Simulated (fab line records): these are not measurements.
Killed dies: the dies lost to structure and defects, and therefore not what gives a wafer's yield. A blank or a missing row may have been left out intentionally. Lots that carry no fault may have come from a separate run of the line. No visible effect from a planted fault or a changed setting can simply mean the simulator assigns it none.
The same fault as seen by 2 desks	flow sky130	what lay behind the numbers comes last; until then each desk has only its own

## THE METROLOGY DESK
Lot by lot, what the gauges showed, no matter which tool ran the lot: averages of those sampled wafers that carry a number. Any lot whose mean is over 4 standard deviations away from the usual mean is out of limits and marked OUT; that distance is given in the brackets.
Columns: A = cd_nm at SKY_VT_ADJUST_HVTR_CD_MEAS_07, usual 379.5 nm; B = SONOS_ONO_OVL at SKY_SONOS_ONO_OVL_MEAS_14, usual 0.1 nm
lot	first seen here	A	B
L479	day 9 08:31	375.9	0.4
L481	day 10 09:19	378.0	-3.2
L482	day 10 20:20	381.5	0.4
L484	day 11 00:08	377.0	-1.7
L483	day 11 01:56	379.3	1.7
L489	day 12 19:59	377.5	0.3
L491	day 13 08:11	385.0	0.8
L493	day 14 09:37	379.5	-0.1
L494	day 15 03:30	390.4 (+4.5) OUT	-0.6
L498	day 16 08:26	381.0	0.2
L501	day 16 16:49	377.1	-1.3
L502	day 16 22:51	377.9	2.1
This desk's verdict: out of limits on L494, starting with L494 at day 15 03:30 (cd_nm at SKY_VT_ADJUST_HVTR_CD_MEAS_07). L479, L481, L482, L484, L483, L489, L491, L493, L498, L501, L502 stayed within limits.

## THE TOOL OWNER'S DESK: litho_track-03
The tool's own readings at SKY_VT_ADJUST_HVTR_DEVELOP_06 (develop time 60 s): means of the sampled wafers that have a number, for each lot that ran on this tool. Any lot whose mean is over 4 standard deviations away from the usual mean is out of limits and marked OUT; that distance is given in the brackets.
Columns: A = chill_plate_temp_C at SKY_VT_ADJUST_HVTR_DEVELOP_06, usual 23.03 C
lot	first seen here	A
L482	day 10 20:12	22.95
L483	day 11 01:48	23.08
L489	day 12 19:51	23.09
L494	day 15 03:21	23.00
Finding of this desk: none of the 4 lots has anything out of limits.

## TAKEN TOGETHER
On L494, the metrology desk was in a position to raise an alarm at day 15 03:30.
Nothing out of limits was seen by the tool owner's desk.
The tool owner's desk has L494 on record, within its limits.
The lots listed all ran SKY_VT_ADJUST_HVTR_DEVELOP_06 on litho_track-03.

## WHAT THE SIMULATOR HAD PUT IN
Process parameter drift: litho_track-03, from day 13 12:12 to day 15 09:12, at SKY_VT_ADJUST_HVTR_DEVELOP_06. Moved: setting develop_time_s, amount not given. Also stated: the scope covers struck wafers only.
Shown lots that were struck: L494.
Per desk, hours elapsed from the start of the fault to the first reading out of limits: for the metrology desk, 39.
